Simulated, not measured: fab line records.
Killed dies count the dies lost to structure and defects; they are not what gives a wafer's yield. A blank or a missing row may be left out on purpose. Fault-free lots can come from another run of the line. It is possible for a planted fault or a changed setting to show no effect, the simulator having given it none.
Matching of chambers :: flow sky130 :: SKY_VIA1_CMP_02 on cmp-02 has 4 sister chambers
The step polishes SiO2. 4 wafers are shown with their chamber, then 7 later ones without.

## WAFERS PAIRED WITH THEIR CHAMBERS
wafer: L268.2
chamber: 0
motor current A (A): 11.7

wafer: L268.6
chamber: 2
motor current A (A): 11.5

wafer: L280.1
chamber: 3
motor current A (A): 10.6

wafer: L280.3
chamber: 1
motor current A (A): 14.4

## WAFERS WHOSE CHAMBER IS MISSING
wafer: L280.6
motor current A (A): 11.5

wafer: L281.2
motor current A (A): 13.6

wafer: L281.4
motor current A (A): 11.7

wafer: L281.6
motor current A (A): 12.1

wafer: L282.1
motor current A (A): 12.0

wafer: L282.3
motor current A (A): 10.7

wafer: L282.6
motor current A (A): 10.1

## THE CHAMBER EACH PASSED THROUGH
wafer: L280.6
from the rows above: can't be placed: 2 or 0
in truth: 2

wafer: L281.2
from the rows above: 1
in truth: 1

wafer: L281.4
from the rows above: can't be placed: 0 or 2
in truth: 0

wafer: L281.6
from the rows above: can't be placed: 0 or 2
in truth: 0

wafer: L282.1
from the rows above: can't be placed: 0 or 2
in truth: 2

wafer: L282.3
from the rows above: can't be placed: 3 or 2
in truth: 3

wafer: L282.6
from the rows above: 3
in truth: 3
2 of 7 placed correctly. Not placeable from these rows: 5 (in 5, the candidates include the true chamber). Wrongly placed: 0.
How it was worked out, from the rows above alone: a wafer's distance from a chamber is the root of the sum, over the readings, of the square of ((its reading less the chamber's mean) divided by the reading's scatter). If the next closest chamber is less than 2 further off than the closest, the wafer can't be placed; otherwise it belongs to the closest. The mean given for a chamber averages the wafers shown for that chamber. The scatter (one wafer shown for each chamber): square how far every hidden wafer sits from the nearest shown wafer, average those squares and take the square root.
